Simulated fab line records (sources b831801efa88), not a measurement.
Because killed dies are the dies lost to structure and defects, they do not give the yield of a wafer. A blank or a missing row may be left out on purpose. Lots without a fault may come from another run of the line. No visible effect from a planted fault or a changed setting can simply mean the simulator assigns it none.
8D (eight disciplines) problem report, filled in by code	flow sky130	the parts of the form that need people (team, actions taken, sign-off) are left out

## 1. WHAT WENT WRONG
At SKY_LDD_P_CD_MEAS_07, cd-nm averages 403.2 nm over 3 wafers from 2 lots, while fault-free wafers read 380.5 nm, standard deviation 2.2. Relative to the usual mean, that is a shift of +10 standard deviations.
The step: target cd 380 nm.
First seen on wafer L669.1, day 25 02:15, on cd-sem-01. At this step, 37 wafers from 13 lots have a number in the record. Rule for "out", or "out of limits": more than 4 standard deviations from the usual mean. The other wafers with a number count as sound.

## 2. WHAT IT IS; WHAT IT IS NOT
question	is	is not
which readings at this step	cd-nm	-
which lots	L669, L673	L657, L658, L659, L660, L661, L662, L663, L664, L665, L675, L678
which wafers of those lots	L669.1, L673.1, L673.5	L669.3
read on which gauges	cd-sem-01, cd-sem-02	-
when	from day 25 02:15	up to then (28 sound wafers); but 6 sound wafers of L675, L678 came after

## 3. THE SUSPECTS, EACH WITH WHAT RULES IT OUT
Counting: if a tool at a process step up to the reading ran every lot that is out, it stays a suspect. Sound lots after the first of them don't rule it out here, since some wafers of a struck lot are sound.
- the gauge at SKY_LDD_P_CD_MEAS_07: ruled out. The wafers that are out were read on 2 gauges (cd-sem-01, cd-sem-02).
- plasma-asher-03 at SKY_POLY_GATE_STRIP_18 (strips in O2/N2): kept. Every lot that is out went through it, the first being L669 (day 22 10:54); the last sound lot it ran before that was L660 (day 22 02:42).
- litho-track-03 at SKY_LDD_P_DEVELOP_06 (develop time 60 s): kept. Every lot that is out went through it, the first being L669 (day 25 02:06); the last sound lot it ran before that was L664 (day 24 18:42).
- The sound lot-mates ran in chamber 1 of plasma-asher-03 at SKY_POLY_GATE_STRIP_18, but the wafers that are out ran in chamber 0.
Left after counting: plasma-asher-03 at SKY_POLY_GATE_STRIP_18, litho-track-03 at SKY_LDD_P_DEVELOP_06.

## 4. THE CAUSE (what the simulator had put in)
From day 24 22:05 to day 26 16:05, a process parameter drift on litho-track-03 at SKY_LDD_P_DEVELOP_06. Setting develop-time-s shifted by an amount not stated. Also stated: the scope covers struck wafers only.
Counting left 2 suspects, and this tool is among them.

## 5. SEQUENCE OF EFFECTS, ordered by route
One row per reading whose mean, taken over the struck wafers that have a number, lies over 3 standard deviations from the usual. Only readings whose record carries a usual standard deviation are examined. hours: median over the lots of the time between each lot's start at the first step of this table that gives one and its start at this step. sigmas: the change, counted in usual standard deviations.
hours	step	reading	usual	on struck wafers	change	sigmas
0	SKY_LDD_P_CD_MEAS_07	cd-nm	380.5 nm	403.2	+22.7	+10
Later measuring or inspecting steps at which every struck wafer that the step has a row for has a number for every such reading, and none has moved that far: SKY_LDD_P_OVL_MEAS_08, SKY_LDD_HVP_OVL_MEAS_07.

## 6. HOW IT WOULD HAVE BEEN CAUGHT EARLIER
In this record the first reading out of limits at a measuring or inspecting step was taken at day 25 02:15, 4 hours after the fault began at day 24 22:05.
Tool readings at SKY_LDD_P_DEVELOP_06 with a usual standard deviation given in the record: none out on any struck wafer, hence no alarm at a limit of 4 standard deviations on them.
Of the lots that are out (2), L673 began SKY_LDD_P_DEVELOP_06 on litho-track-03 after day 25 02:15. It would have been spared by a hold on the tool at that moment.
